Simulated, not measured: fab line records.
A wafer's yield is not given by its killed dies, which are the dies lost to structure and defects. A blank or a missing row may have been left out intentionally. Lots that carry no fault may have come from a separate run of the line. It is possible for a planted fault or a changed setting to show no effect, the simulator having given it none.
Chamber matching    flow sky130    pecvd-04 running SKY_CAP2M_CVD_00: 3 sister chambers
The step deposits SiO2, target thk 15.5 nm. 3 wafers are shown with their chamber, then 11 later ones without.

WAFERS PAIRED WITH THEIR CHAMBERS
wafer   chamber  heater_power_w (W)
L085.1  2        722
L085.4  1        714
L090.1  0        687

WAFERS MISSING THEIR CHAMBER
wafer   heater_power_w (W)
L090.4  687
L090.5  817
L091.2  676
L091.4  653
L091.6  850
L094.2  615
L094.3  832
L094.5  810
L097.2  644
L097.3  648
L097.4  637

WHICH CHAMBER EACH WENT THROUGH
wafer   from the rows above           in truth
L090.4  can't be placed: 0 or 1 or 2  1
L090.5  can't be placed: 2 or 1 or 0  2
L091.2  can't be placed: 0 or 1 or 2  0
L091.4  can't be placed: 0 or 1 or 2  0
L091.6  can't be placed: 2 or 1 or 0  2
L094.2  can't be placed: 0 or 1 or 2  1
L094.3  can't be placed: 2 or 1 or 0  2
L094.5  can't be placed: 2 or 1 or 0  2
L097.2  can't be placed: 0 or 1 or 2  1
L097.3  can't be placed: 0 or 1 or 2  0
L097.4  can't be placed: 0 or 1 or 2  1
Correctly placed: 0 of 11. Cannot be placed on the basis of these rows: 11; the candidates contain the true chamber in 11. Placed wrongly: 0.
How it was worked out, from the rows above alone: a wafer's distance from a chamber is the root of the sum, over the readings, of the square of ((its reading less the chamber's mean) divided by the reading's scatter). If the next closest chamber is less than 2 further off than the closest, the wafer can't be placed; otherwise it belongs to the closest. Each chamber's mean is taken over the wafers shown for it. The scatter: root of mean squared gap, hidden wafer to nearest shown wafer, with one shown wafer a chamber.
